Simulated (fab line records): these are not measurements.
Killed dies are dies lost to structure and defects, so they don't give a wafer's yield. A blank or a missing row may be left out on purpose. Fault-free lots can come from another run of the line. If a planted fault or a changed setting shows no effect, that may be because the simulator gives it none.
Comparing a struck lot with a sound one || flow sky130 || 21 out of 708 route steps
Sound: wafers L132.1, L132.3, L132.5. Struck: wafers L145.2, L145.3, L145.5. At the end, the cause is stated.
At each step with rows: each side's tool, then ch and its chambers, then its first start. Under that, the readings that differ: sound wafers || struck wafers || difference of the means || sigmas: that difference in standard deviations of wafers without a fault.
alike: readings with means less than 2 such deviations apart, plus words and numbers identical on both sides. not compared: withheld readings, readings lacking a value on some wafer, bounds such as >300 that could conceal the same value, and numbers that have no deviation in the record and whose values overlap.
The two part at a step that has a row with sigmas, a row that says differs or no value, or rows on one side only. Non-overlapping numbers with no deviation appear without sigmas and do not part them. A reading that every wafer of one side lacks parts them only if that side has two wafers or more.

first, 1 step without rows for these wafers: SKY_RES_XHIGH_IMPLANT_07.
SKY_RES_XHIGH_STRIP_08: strips in O2/N2.
  sound on plasma asher-03 ch 0,1, day 28 22:30; struck on plasma asher-04 ch 0,1, day 32 23:32
  alike: chamber pressure mTorr, drypump motor current A, oes product au, strip time to endpoint s
  not compared: rf hours counter h
SKY_RES_XHIGH_TW_MEAS_09:
  sound: film metro-04 at day 28 22:36; struck: film metro-04 at day 32 23:39
  alike: RES_XHIGH_TW
then, 7 steps without rows for these wafers: SKY_SD_N_DEHYDRATE_00 (time 60 s); SKY_SD_N_HMDS_01 (prime time 60 s); SKY_SD_N_COAT_02 (resist thk 1140 nm); SKY_SD_N_SOFTBAKE_03 (time 60 s); SKY_SD_N_EXPOSE_04 (exposes mask NSDM, target cd 380 nm); SKY_SD_N_PEB_05; SKY_SD_N_DEVELOP_06 (develop time 60 s).
SKY_SD_N_CD_MEAS_07: target cd 380 nm.
  sound: cd sem-01 at day 30 02:23; struck: cd sem-01 at day 34 02:05
  alike: cd nm
SKY_SD_N_OVL_MEAS_08:
  sound: overlay-02 at day 30 02:31; struck: overlay-01 at day 34 02:12
  alike: SD_N_OVL
SKY_SD_N_IMPLANT_09:
  sound on implanter-03 ch 0, day 30 02:33; struck on implanter-03 ch 0, day 34 02:34
  alike: beam on s, dose ions cm2
after that, 1 step had no rows for these wafers: SKY_SD_N_IMPLANT_10.
SKY_SD_N_STRIP_11: strips in O2/N2.
  sound on plasma asher-02 ch 0,1, day 30 02:51; struck on plasma asher-01 ch 0,1, day 34 02:51
{"reading": "oes product au (a.u.)", "sound": "0.527 0.523 0.523", "struck": "0.510 0.511 0.508", "difference": -0.015, "sigmas": -3}
{"reading": "strip time to endpoint s (s)", "sound": "22.52 22.61 22.54", "struck": "23.81 23.83 23.85", "difference": "+1.27", "sigmas": "+30"}
  alike: chamber pressure mTorr, drypump motor current A
  not compared: rf hours counter h
SKY_SD_N_TW_MEAS_12:
  sound: film metro-04 at day 30 02:57; struck: film metro-02 at day 34 03:00
  alike: SD_N_TW
then, 1 step without rows for these wafers: SKY_SD_N_CLEAN_13 (cleans in SC1/SC2, time 150 s).
SKY_SD_N_RTA_14: time 2 s.
  sound on rtp anneal-01 ch 0, day 30 03:04; struck on rtp anneal-01 ch 0, day 34 03:07
  alike: chamber o2 ppm, lamp power pct, wafer_temp_C_max
SKY_SD_N_RS_MEAS_16: measures by four-point-probe.
  sound: film metro-02 at day 30 03:14; struck: film metro-04 at day 34 03:18
{"reading": "SD_N_RS (ohm/sq)", "sound": "68.81 68.69 68.72", "struck": "63.85 63.74 63.70", "difference": -4.98, "sigmas": -41}
SKY_SD_N_RS_MEAS_17: measures by four-point-probe.
  sound: film metro-02 at day 30 03:21; struck: film metro-04 at day 34 03:25
{"reading": "SD_P_RS (ohm/sq)", "sound": "148.2 147.6 148.0", "struck": "146.9 147.0 146.7", "difference": -1.1, "sigmas": -3}
-- a jump in the record: the struck wafers' starts before and after are 16 days apart (it breaks off in module SD_N and resumes in module PAD_OPEN, where the first step shown is number 708 of the route) --
SKY_PAD_OPEN_PROBE_99:
  sound: prober-02 at day 47 10:12; struck: prober-02 at day 50 01:50
{"reading": "model.etest.res ndiff.line ohm um", "sound": "756.7 747.8 732.7", "struck": "664.5 644.1 658.1", "difference": -90.2, "sigmas": ""}
{"reading": "model.etest.nfet g5v0d10v5.r on ohm um", "sound": "1873 1903 1868", "struck": "1818 1795 1815", "difference": -72, "sigmas": ""}
{"reading": "model.etest.licon ndiff.rc ohm", "sound": "173.7 184.7 178.9", "struck": "153.1 153.5 158.6", "difference": -24.0, "sigmas": ""}
{"reading": "model.etest.res ndiff.rs ohm sq", "sound": "120.1 120 118.8", "struck": "102.6 103 103.3", "difference": -16.7, "sigmas": ""}
  alike: killed_at_M0_to_M3, killed_at_M4_up, killed at contacts, killed at front end, killed at other, killed dies, killed open, killed short
  not compared: model.etest.sonos uncharged.r on ohm um, model.etest.nfet_01v8.r on ohm um, model.etest.nfet_01v8_lvt.drive ua um, model.etest.nfet_01v8.drive ua um

== WHERE THEY PART ==
First at SKY_SD_N_STRIP_11; last, within this record, at SKY_SD_N_RS_MEAS_17. Later steps at which nothing parts them and some readings are alike: SKY_PAD_OPEN_PROBE_99.

WHY: what the simulator had put in
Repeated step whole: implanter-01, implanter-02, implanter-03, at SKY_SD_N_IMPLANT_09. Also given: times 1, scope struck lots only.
